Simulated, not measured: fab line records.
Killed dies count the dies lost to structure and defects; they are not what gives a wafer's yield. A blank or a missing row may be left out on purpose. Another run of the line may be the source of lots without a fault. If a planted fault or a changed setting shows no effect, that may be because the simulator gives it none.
Problem report, 8D (eight disciplines) form, completed by code / flow sky130 / the parts of the form that need people (team, actions taken, sign-off) are left out

1. WHAT IS WRONG
At SKY_VT_ADJUST_LVTN_SOFTBAKE_14, run-length-s averages 108.51 s over 6 wafers from 2 lots, while fault-free wafers read 89.12 s, standard deviation 0.25. Relative to the usual mean, that is a shift of +78 standard deviations.
The step: time 60 s.
First observed at day 9 14:03: wafer L983.1, on litho-track-02. Wafers with a number at this step in the record: 18, from 6 lots. Rule for "out", or "out of limits": more than 4 standard deviations from the usual mean. Any other wafer with a number is counted as sound.

2. WHAT THIS IS AND IS NOT
question=which readings at this step | is=run-length-s | is not=chill-plate-temp-C
question=which lots | is=L983, L984 | is not=L980, L982, L996, L997
question=which wafers of those lots | is=all that have a number | is not=-
question=read on which tools | is=litho-track-02 | is not=litho-track-01, litho-track-03
question=when | is=from day 9 14:03 | is not=up to then (6 sound wafers); but 6 sound wafers of L996, L997 came after

3. THE SUSPECTS, EACH WITH WHAT RULES IT OUT
Counting: a tool at a process step up to the reading stays a suspect if it ran every lot that is out and no sound lot after the first of them.
- litho-track-02 at SKY_VT_ADJUST_LVTN_SOFTBAKE_14 (time 60 s): kept. It ran every lot that is out, first L983 (day 9 14:03), and no sound lot after that; its last sound lot up to then is L982 (day 9 06:59). Its own run-length-s readings are out on those wafers.
Remaining after the count: litho-track-02 at SKY_VT_ADJUST_LVTN_SOFTBAKE_14.

4. THE CAUSE (what the simulator had put in)
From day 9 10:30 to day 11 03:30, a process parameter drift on litho-track-02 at SKY_VT_ADJUST_LVTN_SOFTBAKE_14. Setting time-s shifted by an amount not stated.
After counting, this tool was the only one left.

5. SEQUENCE OF EFFECTS, ordered by route
Each row: a reading whose mean over the struck wafers that have a number lies more than 3 standard deviations from the usual. Readings are gone through only where the record gives a usual standard deviation; hours: the median, over the lots, of the time from a lot's start at the first step in this table giving one to that lot's start at this step; sigmas: the change measured in usual standard deviations.
hours=0; step=SKY_VT_ADJUST_LVTN_SOFTBAKE_14; reading=run-length-s; usual=89.12 s; on struck wafers=108.51; change=+19.39; sigmas=+78
Here are the process steps it includes:
- SKY_VT_ADJUST_LVTN_SOFTBAKE_14: time 60 s.
Later steps that measure or inspect, where all struck wafers having a row at the step show a number for every such reading and not one has moved that far: SKY_VT_ADJUST_LVTN_OVL_MEAS_18.

6. WHAT WOULD HAVE CAUGHT IT SOONER
In this record the first reading out of limits was taken at day 9 14:03, 4 hours after the fault began at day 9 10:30.
